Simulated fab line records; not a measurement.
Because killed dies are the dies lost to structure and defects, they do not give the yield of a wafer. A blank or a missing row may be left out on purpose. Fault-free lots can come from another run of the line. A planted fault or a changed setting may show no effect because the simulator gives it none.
Shared-tool check ; flow gf180mcu ; Lots sampled 11, wafers sampled 39

WHY IT WAS OPENED
At GF_MVPSD_TW_MEAS_11 the reading MVPSD_TW is flagged on 2 of 11 lots. Fault-free wafers read 550, with a standard deviation of 5.7.
Rule: a lot is flagged when every wafer of it that has a number lies more than 4 standard deviations from that mean, or none has a number. The other lots count as sound.

lot;measured;on;MVPSD_TW, wafer by wafer;flag
L191;day 5 00:26;film-metro-01;545 550 548;
L194;day 5 16:28;film-metro-04;548 543 544;
L195;day 6 02:26;film-metro-01;548 547 548;
L196;day 6 05:25;film-metro-02;558 557 557;
L199;day 7 03:50;film-metro-01;547 548 547;
L203;day 8 02:11;film-metro-01;551 551 551;
L205;day 8 11:55;film-metro-04;542 547 545;
L206;day 8 18:11;film-metro-02;583 581 581 579 579 583;FLAGGED
L208;day 9 06:32;film-metro-04;546 542 546;
L210;day 9 19:31;film-metro-02;576 579 577 575 576 574;FLAGGED
L211;day 10 02:52;film-metro-01;550 551 546;
The mean of the flagged lots' numbers is 579, +29 from the usual (+5 standard deviations).

LOT BY LOT: THE TOOL USED
2 process steps preceding the reading are held in the record, out of 602 steps in the route. Read each cell as the tool, then ch plus the chambers that the sampled wafers visited, then the start.
lot;flag;GF_STI_CMP_25;GF_MVPSD_IMPLANT_08
L191;;cmp-02 ch 0,2,3, day 2 04:53;implanter-02 ch 0, day 5 00:02
L194;;cmp-01 ch 0,2,3, day 2 18:35;implanter-02 ch 0, day 5 16:02
L195;;cmp-02 ch 0,1,2, day 3 01:37;implanter-03 ch 0, day 6 02:02
L196;;cmp-01 ch 1,2,3, day 3 05:41;implanter-02 ch 0, day 6 05:01
L199;;cmp-01 ch 0,1, day 3 23:44;implanter-03 ch 0, day 7 03:28
L203;;cmp-01 ch 1,2,3, day 4 18:22;implanter-02 ch 0, day 8 01:47
L205;;cmp-02 ch 0,2,3, day 5 03:14;implanter-03 ch 0, day 8 11:32
L206;FLAGGED;cmp-02 ch 0,2,3, day 5 08:40;implanter-02 ch 0, day 8 17:47
L208;;cmp-02 ch 0,3, day 5 18:55;implanter-01 ch 0, day 9 06:09
L210;FLAGGED;cmp-01 ch 0,1,2, day 6 05:47;implanter-02 ch 0, day 9 19:07
L211;;cmp-02 ch 0,2,3, day 6 12:50;implanter-03 ch 0, day 10 02:28
What these steps do:
- GF_STI_CMP_25: polishes, stops on Si3N4, t overpolish 33 s, target thk 524.6 nm.
- GF_MVPSD_IMPLANT_08
- GF_MVPSD_TW_MEAS_11

FLAGGED OVER TOTAL, TOOL BY TOOL (the gauges that took the reading come last)
step;tool;lots run;flagged;share of the flagged lots;sound lots run after its first flagged lot
GF_STI_CMP_25;cmp-01;5;1;some;0
GF_STI_CMP_25;cmp-02;6;1;some;2 (L208,L211)
GF_MVPSD_IMPLANT_08;implanter-01;1;0;none;-
GF_MVPSD_IMPLANT_08;implanter-02;6;2;all;0
GF_MVPSD_IMPLANT_08;implanter-03;4;0;none;-
GF_MVPSD_TW_MEAS_11;film-metro-01;5;0;none;-
GF_MVPSD_TW_MEAS_11;film-metro-02;3;2;all;0
GF_MVPSD_TW_MEAS_11;film-metro-04;3;0;none;-

WHAT THE TABLE ALLOWS
Every flagged lot went through 2 rows of the table: implanter-02 at GF_MVPSD_IMPLANT_08 and film-metro-02 at GF_MVPSD_TW_MEAS_11.
- implanter-02 at GF_MVPSD_IMPLANT_08 ran 6 lots, 2 of them flagged. It ran its last sound lot, L203, at day 8 01:47 and its first flagged lot, L206, at day 8 17:47: a fault with its onset between the two fits. Its own readings lie more than 4 standard deviations out on every wafer of the flagged lots: dose-ions-cm2, faraday-current-uA.
- film-metro-02 at GF_MVPSD_TW_MEAS_11 ran 3 lots, 2 of them flagged. It ran its last sound lot, L196, at day 6 05:25 and its first flagged lot, L206, at day 8 18:11: a fault with its onset between the two fits.
Counting lots can't tell these 2 tools apart, because each fits a fault that began at some hour. More lots, or a look at what each step does to the wafer, might.

WHAT THE SIMULATOR PUT IN
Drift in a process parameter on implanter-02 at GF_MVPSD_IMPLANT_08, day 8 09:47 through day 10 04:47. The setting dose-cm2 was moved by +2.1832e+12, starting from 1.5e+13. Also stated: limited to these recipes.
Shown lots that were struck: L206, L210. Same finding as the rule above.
